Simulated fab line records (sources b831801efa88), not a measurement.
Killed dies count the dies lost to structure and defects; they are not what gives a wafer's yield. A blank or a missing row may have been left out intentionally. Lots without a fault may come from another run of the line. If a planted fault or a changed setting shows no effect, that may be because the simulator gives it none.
Shared-tool check -- flow gf180mcu -- 42 wafers sampled across 14 lots

== WHY IT WAS OPENED ==
Of 14 lots, 2 have the reading PSD_TW flagged at GF_PSD_TW_MEAS_11. Fault-free wafers read 3202, with a standard deviation of 18.
Rule: a lot is flagged when every wafer of it that has a number lies more than 4 standard deviations from that mean, or none has a number. As for the other lots, they are considered sound.

lot,measured,on,"PSD_TW, wafer by wafer",flag
L674,day 14 08:19,film metro-01,3227 3217 3209,
L675,day 14 12:50,film metro-04,3197 3195 3192,
L676,day 14 20:59,film metro-04,3193 3195 3201,
L677,day 15 14:34,film metro-04,3195 3197 3190,
L678,day 16 00:02,film metro-03,3231 3208 3229,
L679,day 16 03:04,film metro-01,3188 3181 3178,
L681,day 16 22:00,film metro-04,3205 3198 3172,
L682,day 17 08:00,film metro-03,3233 3221 3226,
L683,day 17 16:21,film metro-01,3180 3194 3179,
L684,day 17 19:49,film metro-03,31 30 30,FLAGGED
L685,day 18 00:52,film metro-03,30 30 30,FLAGGED
L690,day 19 23:46,film metro-03,3191 3199 3203,
L695,day 21 17:55,film metro-01,3190 3185 3182,
L697,day 22 11:10,film metro-04,3190 3189 3192,
Averaged over the flagged lots the numbers come to 30, -3172 from the usual (-99 or more standard deviations).

== WHICH TOOL RAN EACH LOT ==
The record holds 2 process steps before the reading, out of a route of 602 steps. Each cell gives the tool, then ch followed by the chambers the sampled wafers passed through, then the start.
lot,flag,GF_NSD_STRIP_11,GF_PSD_STRIP_10
L674,,"plasma asher-01 ch 0,1, day 13 11:26","plasma asher-04 ch 0,1, day 14 08:13"
L675,,"plasma asher-04 ch 0,1, day 13 15:43","plasma asher-02 ch 0,1, day 14 12:45"
L676,,"plasma asher-01 ch 0, day 13 23:48","plasma asher-02 ch 0,1, day 14 20:52"
L677,,"plasma asher-04 ch 0,1, day 14 16:32","plasma asher-04 ch 0,1, day 15 14:28"
L678,,"plasma asher-04 ch 0,1, day 15 01:48","plasma asher-03 ch 0,1, day 15 23:55"
L679,,"plasma asher-01 ch 0,1, day 15 05:27","plasma asher-02 ch 0,1, day 16 02:58"
L681,,"plasma asher-04 ch 0,1, day 15 23:01","plasma asher-03 ch 0,1, day 16 21:54"
L682,,"plasma asher-02 ch 0,1, day 16 08:50","plasma asher-02 ch 0,1, day 17 07:54"
L683,,"plasma asher-02 ch 0,1, day 16 17:53","plasma asher-04 ch 0,1, day 17 16:15"
L684,FLAGGED,"plasma asher-04 ch 0,1, day 16 20:34","plasma asher-03 ch 0,1, day 17 19:43"
L685,FLAGGED,"plasma asher-04 ch 0,1, day 17 01:24","plasma asher-02 ch 0,1, day 18 00:46"
L690,,"plasma asher-02 ch 0,1, day 18 23:36","plasma asher-04 ch 0,1, day 19 23:40"
L695,,"plasma asher-01 ch 0,1, day 20 17:29","plasma asher-02 ch 0,1, day 21 17:48"
L697,,"plasma asher-01 ch 0,1, day 21 11:15","plasma asher-02 ch 0,1, day 22 11:04"
What these steps do:
- GF_NSD_STRIP_11: strips in O2/N2.
- GF_PSD_STRIP_10: strips in O2/N2.
- GF_PSD_TW_MEAS_11

== FLAGGED AGAINST TOTAL, ONE TOOL AT A TIME (gauges that did the reading follow at the end) ==
step,tool,lots run,flagged,share of the flagged lots,sound lots run after its first flagged lot
GF_NSD_STRIP_11,plasma asher-01,5,0,none,-
GF_NSD_STRIP_11,plasma asher-02,3,0,none,-
GF_NSD_STRIP_11,plasma asher-04,6,2,all,0
GF_PSD_STRIP_10,plasma asher-02,7,1,some,"2 (L695,L697)"
GF_PSD_STRIP_10,plasma asher-03,3,1,some,0
GF_PSD_STRIP_10,plasma asher-04,4,0,none,-
GF_PSD_TW_MEAS_11,film metro-01,4,0,none,-
GF_PSD_TW_MEAS_11,film metro-03,5,2,all,1 (L690)
GF_PSD_TW_MEAS_11,film metro-04,5,0,none,-

== WHAT IS ALLOWED BY THE TABLE ==
plasma asher-04 at GF_NSD_STRIP_11 and film metro-03 at GF_PSD_TW_MEAS_11 are the 2 rows of the table that ran each flagged lot.
- plasma asher-04 at GF_NSD_STRIP_11: 2 of its 6 lots flagged. A fault beginning between L681 (day 15 23:01), its last sound lot, and L684 (day 16 20:34), its first flagged one, fits the data. On the flagged lots its readings are blank where sound lots have values: chamber pressure mTorr, drypump motor current A, heater power w, o2 flow sccm and 2 more.
- film metro-03 at GF_PSD_TW_MEAS_11: 2 of its 5 lots flagged. Sound lots ran on it after the first flagged one (L690), which a lasting fault on the whole tool wouldn't allow.
Left over: one tool, plasma asher-04 at GF_NSD_STRIP_11.

== WHAT THE SIMULATOR HAD PUT IN ==
Whole step skipped at GF_NSD_STRIP_11 on plasma asher-04, starting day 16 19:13. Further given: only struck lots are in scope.
Shown lots that were struck: L684, L685. The rule above reached the same finding.
